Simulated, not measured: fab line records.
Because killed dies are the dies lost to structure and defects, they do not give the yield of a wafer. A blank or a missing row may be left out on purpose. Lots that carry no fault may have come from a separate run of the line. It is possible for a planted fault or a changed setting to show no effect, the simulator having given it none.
A single fault, viewed from 2 desks -- flow sky130 -- each desk holds nothing but its own numbers, with what lay behind them at the end

== METROLOGY DESK ==
Means of the sampled wafers that have a number, per lot and without regard to the tool the lot ran on: this is what the gauges read. A lot is out of limits, marked OUT, if its mean lies more than 4 standard deviations from the usual mean; the brackets give that distance.
Columns: A = LI_CONTACT_HDPCVD_THK at SKY_LI_CONTACT_THK_MEAS_01, usual 967 nm; B = LI_CONTACT_BOW at SKY_LI_CONTACT_BOW_MEAS_03, usual 56 um; C = LOCAL_INTERCONNECT_TIN_RS at SKY_LOCAL_INTERCONNECT_RS_MEAS_01, usual 14.27 ohm/sq
lot,first seen here,A,B,C
L665,day 28 12:48,959,57,14.06
L666,day 28 15:38,955,50,14.22
L667,day 28 19:54,949,58,14.29
L668,day 28 22:54,966,56,14.37
L671,day 30 01:39,964,57,14.35
L675,day 31 16:38,961,58,14.36
L676,day 32 03:55,967,58,-
L677,day 32 07:22,958,51,-
L678,day 32 15:11,962,55,-
L682,day 33 13:24,971,61,14.26
L683,day 34 04:18,976,63,14.14
L684,day 34 13:04,968,51,14.40
L685,day 34 14:20,976,54,13.97
L686,day 34 21:08,974,54,14.15
L687,day 35 00:04,975,45,14.49
This desk's finding: nothing out of limits on any of the 15 lots.

== AT THE TOOL OWNER'S DESK: krf_scanner-02 ==
The tool's own readings at SKY_LI_CONTACT_EXPOSE_09 (exposes mask LICM1, target cd 170 nm): means of the sampled wafers that have a number, for each lot that ran on this tool. A lot is out of limits, marked OUT, if its mean lies more than 4 standard deviations from the usual mean; the brackets give that distance.
Columns: A = exposure_dose_mJ_cm2 at SKY_LI_CONTACT_EXPOSE_09, usual 38.00; B = focus_offset_nm at SKY_LI_CONTACT_EXPOSE_09, usual 0.0 nm
lot,first seen here,A,B
L665,day 29 03:09,37.94,-0.4
L675,day 32 07:15,37.97,-0.8
L682,day 34 03:48,38.06,0.2
L684,day 35 01:58,37.98,0.3
L685,day 35 03:50,38.01,0.2
L686,day 35 10:26,38.02,-0.3
L687,day 35 13:48,37.96,0.0
This desk's finding: nothing out of limits on any of the 7 lots.

== ALL TOGETHER ==
At the metrology desk, nothing out of limits was observed.
The tool owner's desk saw nothing out of limits.

== WHAT HAD BEEN PUT IN BY THE SIMULATOR ==
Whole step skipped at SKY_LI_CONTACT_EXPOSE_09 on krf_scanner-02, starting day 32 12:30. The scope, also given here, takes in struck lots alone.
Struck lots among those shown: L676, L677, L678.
